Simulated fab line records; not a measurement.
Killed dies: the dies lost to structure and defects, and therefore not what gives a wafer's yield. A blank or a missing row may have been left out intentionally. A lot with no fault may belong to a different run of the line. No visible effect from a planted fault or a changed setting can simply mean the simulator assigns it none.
Which of the tools did it? + flow gf180mcu + 18 wafers from 6 lots sampled at 4 of the route's 602 steps

## WHAT EACH GAUGE READ, for each wafer
GF_V3_THK_MEAS_25: measures by xrf.
| lot  | measured     | on            | V3_W_THK (nm) |
|------|--------------|---------------|---------------|
| L349 | day 22 13:31 | film-metro-03 | 336 341 339   |
| L355 | day 25 07:53 | film-metro-02 | 352 348 351   |
| L360 | day 26 14:41 | film-metro-03 | 346 362 343   |
| L365 | day 28 03:05 | film-metro-02 | 354 348 352   |
| L367 | day 29 05:11 | film-metro-04 | 348 340 349   |
| L371 | day 29 19:20 | film-metro-03 | 342 346 349   |

## WHAT TOOL EACH LOT RAN ON (gives the tool, then ch and the chambers of the sampled wafers, and finally the start)
| lot  | GF_M3_STRIP_17                       | GF_V3_CMP_04                  | GF_V3_CVD_23                  |
|------|--------------------------------------|-------------------------------|-------------------------------|
| L349 | plasma-asher-01 ch 0, day 21 12:28   | cmp-02 ch 0,1, day 21 13:16   | cvd-w-02 ch 0,1, day 22 13:17 |
| L355 | plasma-asher-01 ch 0,1, day 24 08:01 | cmp-02 ch 1,3, day 24 08:47   | cvd-w-01 ch 0,1, day 25 07:41 |
| L360 | plasma-asher-04 ch 0,1, day 25 15:47 | cmp-02 ch 0,1,3, day 25 16:36 | cvd-w-02 ch 0,1, day 26 14:27 |
| L365 | plasma-asher-01 ch 0,1, day 27 05:11 | cmp-02 ch 1,2, day 27 05:57   | cvd-w-01 ch 0,1, day 28 02:52 |
| L367 | plasma-asher-01 ch 0,1, day 28 07:47 | cmp-02 ch 0,2,3, day 28 08:35 | cvd-w-01 ch 0,1, day 29 04:57 |
| L371 | plasma-asher-01 ch 0,1, day 28 22:21 | cmp-01 ch 0,2,3, day 28 23:13 | cvd-w-01 ch 1, day 29 18:59   |
- GF_M3_STRIP_17: strips in O2/N2.
- GF_V3_CMP_04: polishes SiO2.
- GF_V3_CVD_23: deposits W, target thk 350 nm, time 104.9 s.

## THE ANSWER, worked out from the rows above alone
Rule: usual is defined by the lots themselves. The widest of any qualifying gaps counts: lots, ordered by their means at a reading, are off when they make up no more than a third of the lots, leave a main group of 4 or more, and stand apart from it by 3 or more times the standard deviation of that group's means. Not used: any main group whose means are identical at the precision the tables above print for the reading. Also off: a lot with no number at a reading for which 4 or more lots have one. The other lots that the step has rows for count as sound.
No lot is off on any of the readings shown, so nothing can be concluded from this.

## WHAT THE SIMULATOR PUT IN
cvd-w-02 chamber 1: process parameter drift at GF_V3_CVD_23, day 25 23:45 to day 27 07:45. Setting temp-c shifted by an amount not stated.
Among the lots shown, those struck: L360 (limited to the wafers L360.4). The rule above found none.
